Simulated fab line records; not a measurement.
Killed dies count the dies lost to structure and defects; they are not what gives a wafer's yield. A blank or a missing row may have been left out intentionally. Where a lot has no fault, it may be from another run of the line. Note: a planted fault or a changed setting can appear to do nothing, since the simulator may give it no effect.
Split-lot study || flow sky130 || route with 708 steps; 5 lots, 23 wafers read

ABOUT THE SPLIT
At SKY_CAP2M_SPUTTER_02 (material TiN, target thk 200 nm, time 166.7 s), the setting timeS was moved away from the recipe's 166.7 s on 12 of the 23 wafers read, by -13.8% to +10.2%. This setting was run at the recipe's value on the other wafers.

FROM THE SPLIT TO THE READING: what the file shows between them, 6 steps
- SKY_CAP2M_RS_MEAS_03: measures by four-point-probe
- SKY_CAP2M_THK_MEAS_04: measures by xrf
- SKY_CAP2M_HMDS_06: prime time 60 s (also split here: primeTimeS)
- SKY_CAP2M_COAT_07: resist thk 1140 nm
- SKY_CAP2M_SOFTBAKE_08: time 60 s
- SKY_CAP2M_DEVELOP_11: develop time 60 s

THE READING
oesProductAu, in a.u., at SKY_CAP2M_METAL_ETCH_13 (etches TiN in Cl2/BCl3, stops on SiO2, target depth 220 nm, time 62.9 s). On this fab line, fault-free wafers typically give 0.940 a.u. with a standard deviation of 0.0073 a.u.

{"wafer": "L076.2", "tool, chamber at the split": "pvdSputter-01, -", "timeS as run, s": 166.7, "against the recipe": "recipe", "oesProductAu, a.u.": 0.940, "against lot-mates on the recipe": "-"}
{"wafer": "L076.3", "tool, chamber at the split": "pvdSputter-01, -", "timeS as run, s": 143.7, "against the recipe": "-13.8%", "oesProductAu, a.u.": 0.863, "against lot-mates on the recipe": -0.091}
{"wafer": "L076.4", "tool, chamber at the split": "pvdSputter-01, -", "timeS as run, s": 143.7, "against the recipe": "-13.8%", "oesProductAu, a.u.": 0.874, "against lot-mates on the recipe": -0.080}
{"wafer": "L076.5", "tool, chamber at the split": "pvdSputter-01, -", "timeS as run, s": 166.7, "against the recipe": "recipe", "oesProductAu, a.u.": 0.969, "against lot-mates on the recipe": "-"}
{"wafer": "L076.6", "tool, chamber at the split": "pvdSputter-01, -", "timeS as run, s": 143.7, "against the recipe": "-13.8%", "oesProductAu, a.u.": 0.866, "against lot-mates on the recipe": -0.088}
{"wafer": "L079.1", "tool, chamber at the split": "pvdSputter-01, -", "timeS as run, s": 151.2, "against the recipe": "-9.3%", "oesProductAu, a.u.": 0.882, "against lot-mates on the recipe": -0.058}
{"wafer": "L079.2", "tool, chamber at the split": "pvdSputter-01, -", "timeS as run, s": 151.2, "against the recipe": "-9.3%", "oesProductAu, a.u.": 0.888, "against lot-mates on the recipe": -0.052}
{"wafer": "L079.3", "tool, chamber at the split": "pvdSputter-01, -", "timeS as run, s": 166.7, "against the recipe": "recipe", "oesProductAu, a.u.": 0.934, "against lot-mates on the recipe": "-"}
{"wafer": "L079.4", "tool, chamber at the split": "pvdSputter-01, -", "timeS as run, s": 151.2, "against the recipe": "-9.3%", "oesProductAu, a.u.": 0.892, "against lot-mates on the recipe": -0.048}
{"wafer": "L079.5", "tool, chamber at the split": "pvdSputter-01, -", "timeS as run, s": 166.7, "against the recipe": "recipe", "oesProductAu, a.u.": 0.947, "against lot-mates on the recipe": "-"}
{"wafer": "L081.1", "tool, chamber at the split": "pvdSputter-04, -", "timeS as run, s": 166.7, "against the recipe": "recipe", "oesProductAu, a.u.": 0.930, "against lot-mates on the recipe": "-"}
{"wafer": "L081.2", "tool, chamber at the split": "pvdSputter-04, -", "timeS as run, s": 166.7, "against the recipe": "recipe", "oesProductAu, a.u.": 0.938, "against lot-mates on the recipe": "-"}
{"wafer": "L081.6", "tool, chamber at the split": "pvdSputter-04, -", "timeS as run, s": 166.7, "against the recipe": "recipe", "oesProductAu, a.u.": 0.940, "against lot-mates on the recipe": "-"}
{"wafer": "L080.1", "tool, chamber at the split": "pvdSputter-01, -", "timeS as run, s": 183.2, "against the recipe": "+9.9%", "oesProductAu, a.u.": 0.989, "against lot-mates on the recipe": "+0.043"}
{"wafer": "L080.3", "tool, chamber at the split": "pvdSputter-01, -", "timeS as run, s": 183.2, "against the recipe": "+9.9%", "oesProductAu, a.u.": 0.989, "against lot-mates on the recipe": "+0.043"}
{"wafer": "L080.4", "tool, chamber at the split": "pvdSputter-01, -", "timeS as run, s": 183.2, "against the recipe": "+9.9%", "oesProductAu, a.u.": 0.980, "against lot-mates on the recipe": "+0.034"}
{"wafer": "L080.5", "tool, chamber at the split": "pvdSputter-01, -", "timeS as run, s": 166.7, "against the recipe": "recipe", "oesProductAu, a.u.": 0.949, "against lot-mates on the recipe": "-"}
{"wafer": "L080.6", "tool, chamber at the split": "pvdSputter-01, -", "timeS as run, s": 166.7, "against the recipe": "recipe", "oesProductAu, a.u.": 0.942, "against lot-mates on the recipe": "-"}
{"wafer": "L085.1", "tool, chamber at the split": "pvdSputter-03, -", "timeS as run, s": 183.7, "against the recipe": "+10.2%", "oesProductAu, a.u.": 0.972, "against lot-mates on the recipe": "+0.035"}
{"wafer": "L085.2", "tool, chamber at the split": "pvdSputter-03, -", "timeS as run, s": 166.7, "against the recipe": "recipe", "oesProductAu, a.u.": 0.936, "against lot-mates on the recipe": "-"}
{"wafer": "L085.4", "tool, chamber at the split": "pvdSputter-03, -", "timeS as run, s": 183.7, "against the recipe": "+10.2%", "oesProductAu, a.u.": 0.987, "against lot-mates on the recipe": "+0.050"}
{"wafer": "L085.5", "tool, chamber at the split": "pvdSputter-03, -", "timeS as run, s": 183.7, "against the recipe": "+10.2%", "oesProductAu, a.u.": 0.982, "against lot-mates on the recipe": "+0.045"}
{"wafer": "L085.6", "tool, chamber at the split": "pvdSputter-03, -", "timeS as run, s": 166.7, "against the recipe": "recipe", "oesProductAu, a.u.": 0.938, "against lot-mates on the recipe": "-"}

THE FIT
A straight line over all 23 wafers: oesProductAu changes by +0.0049 a.u. for each +1% of timeS; r = +0.97; the points scatter about the line by 0.0093 a.u.
The same after taking each lot's own level away (the mean of its wafers on the recipe; 23 wafers): +0.00526 a.u. for each +1%; r = +0.98; scatter 0.0088 a.u.
The reading moves by 0.073 a.u. for the largest change in timeS, on that fit.
Measured against the standard deviation above, the lots' own levels, which go from 0.9360 to 0.9545 a.u., span 2.5 times it.
Consequently the slope shifts little with the lot-to-lot level, the two slopes agreeing.
Check: for one of the wafers moved furthest among these (-13.8%), held out of the fit, the line's prediction against its lot-mates is -0.0751 a.u. It came out at -0.0915 a.u. against them.

THE OTHER SPLITS THESE WAFERS WENT THROUGH
These wafers also went through other splits before the reading. Each is held against what the fit with the lots' levels taken away leaves over:
{"other split on the same wafers": "SKY_METAL3_EXPOSE_10 doseMj", "wafers away from the commonest value": 7, "r with oesProductAu (lot level and that fit taken away)": -0.18}
{"other split on the same wafers": "SKY_VIA3_CMP_02 leaveAboveRefNm", "wafers away from the commonest value": 7, "r with oesProductAu (lot level and that fit taken away)": "+0.03"}
{"other split on the same wafers": "SKY_VIA3_COAT_07 resistThkNm", "wafers away from the commonest value": 8, "r with oesProductAu (lot level and that fit taken away)": "+0.22"}
{"other split on the same wafers": "SKY_VIA3_ETCH_14 biasW", "wafers away from the commonest value": 7, "r with oesProductAu (lot level and that fit taken away)": "+0.03"}
{"other split on the same wafers": "SKY_CAP2M_HMDS_06 primeTimeS", "wafers away from the commonest value": 7, "r with oesProductAu (lot level and that fit taken away)": -0.03}

THE WHOLE CHAIN: every reading that the file lists as answering this split, in the file's order
{"step": "SKY_CAP2M_SPUTTER_02", "what it does": "material TiN, target thk 200 nm, time 166.7 s", "reading": "TiN_of_CAP2M_SPUTTER_02.thkNm (the simulator's own value, which no gauge read)", "change (the file's fit)": "+2.02 nm for each +1% of the setting", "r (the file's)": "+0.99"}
{"step": "SKY_CAP2M_RS_MEAS_03", "what it does": "measures by four-point-probe", "reading": "CAP2M_TIN_RS", "change (the file's fit)": "-0.0746 for each +1% of the setting", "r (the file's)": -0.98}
{"step": "SKY_CAP2M_THK_MEAS_04", "what it does": "measures by xrf", "reading": "CAP2M_TIN_THK", "change (the file's fit)": "+2.01 for each +1% of the setting", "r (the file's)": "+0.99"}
{"step": "SKY_CAP2M_METAL_ETCH_13", "what it does": "etches TiN in Cl2/BCl3, stops on SiO2, target depth 220 nm, time 62.9 s", "reading": "oesProductAu", "change (the file's fit)": "+0.0053 a.u. for each +1% of the setting", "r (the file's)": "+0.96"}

THE FILE'S OWN FIT
oesProductAu changes by +0.0053 a.u. for each +1% of timeS, r = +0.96.
